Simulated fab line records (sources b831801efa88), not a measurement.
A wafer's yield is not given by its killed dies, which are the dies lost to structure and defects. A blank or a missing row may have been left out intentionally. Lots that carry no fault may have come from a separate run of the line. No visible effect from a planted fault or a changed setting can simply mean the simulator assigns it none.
A lot that was struck, set against a sound lot    flow sky130    15 steps out of a route of 708
Sound: these wafers, L579.2, L579.3, L579.5. Wafers struck: L592.1, L592.2, L592.4. At the end, the cause is stated.
For every step that has rows: the tool of each side, followed by ch and its chambers, followed by its first start. Under that, the readings that differ: sound wafers    struck wafers    difference of the means    sigmas: that difference in standard deviations of wafers without a fault.
alike: a reading whose means differ by less than 2 such deviations, as well as words and numbers matching on both sides. not compared: withheld readings; readings where some wafer has no value; bounds like >300 that might hide an equal value; numbers whose values overlap and for which the record gives no deviation.
Wherever a step has rows on one side only, a row that says differs or no value, or a row with sigmas, the two part there. When numbers do not overlap yet have no deviation, they are printed without sigmas and do not part them. A reading that every wafer of one side lacks parts them only if that side has two wafers or more.

first, 5 steps without rows for these wafers: SKY_LDD_N_COAT_02 (resist thk 300 nm); SKY_LDD_N_SOFTBAKE_03 (time 60 s); SKY_LDD_N_EXPOSE_04 (exposes mask NTM, target cd 840 nm); SKY_LDD_N_PEB_05; SKY_LDD_N_DEVELOP_06 (develop time 60 s).
SKY_LDD_N_OVL_MEAS_07:
  sound on overlay-02, day 18 03:19; struck on overlay-02, day 23 01:37
  alike: LDD_N_OVL
then, 6 steps without rows for these wafers: SKY_LDD_N_IMPLANT_08; SKY_LDD_N_IMPLANT_09; SKY_LDD_N_IMPLANT_10; SKY_LDD_N_IMPLANT_11; SKY_LDD_N_IMPLANT_12; SKY_LDD_N_IMPLANT_13.
SKY_LDD_N_IMPLANT_14:
  sound on implanter-04 ch 0, day 18 04:16; struck on implanter-01 ch 0, day 23 02:33
reading           sound                          struck                         difference  sigmas
doseIonsCm2       5.014e+12 5.005e+12 5.007e+12  3.708e+12 3.715e+12 3.713e+12  -1.297e+12  -99 or more
faradayCurrentUA  29.3 29.1 28.5                 20.8 21.2 20.5                 -8.1        -14
then, 1 step without rows for these wafers: SKY_LDD_N_IMPLANT_15.
-- record jumps: 26 days separate the struck wafers' starts on either side; left off in module LDD_N, taken up again in module PAD_OPEN, whose first shown step is the route's number 708 --
SKY_PAD_OPEN_PROBE_99:
  sound on prober-02, day 46 05:50; struck on prober-01, day 49 08:22
reading                                   sound   struck  difference  sigmas
model.etest.nfet_01v8_swapped.vtSatV (V)  0.6594  0.6148  -0.0446     

## WHERE THEY PART
At SKY_LDD_N_IMPLANT_14 and nowhere else, as far as this record goes.

WHY: what the simulator had put in
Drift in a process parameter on implanter-01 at SKY_LDD_N_IMPLANT_14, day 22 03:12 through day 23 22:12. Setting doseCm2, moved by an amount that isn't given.
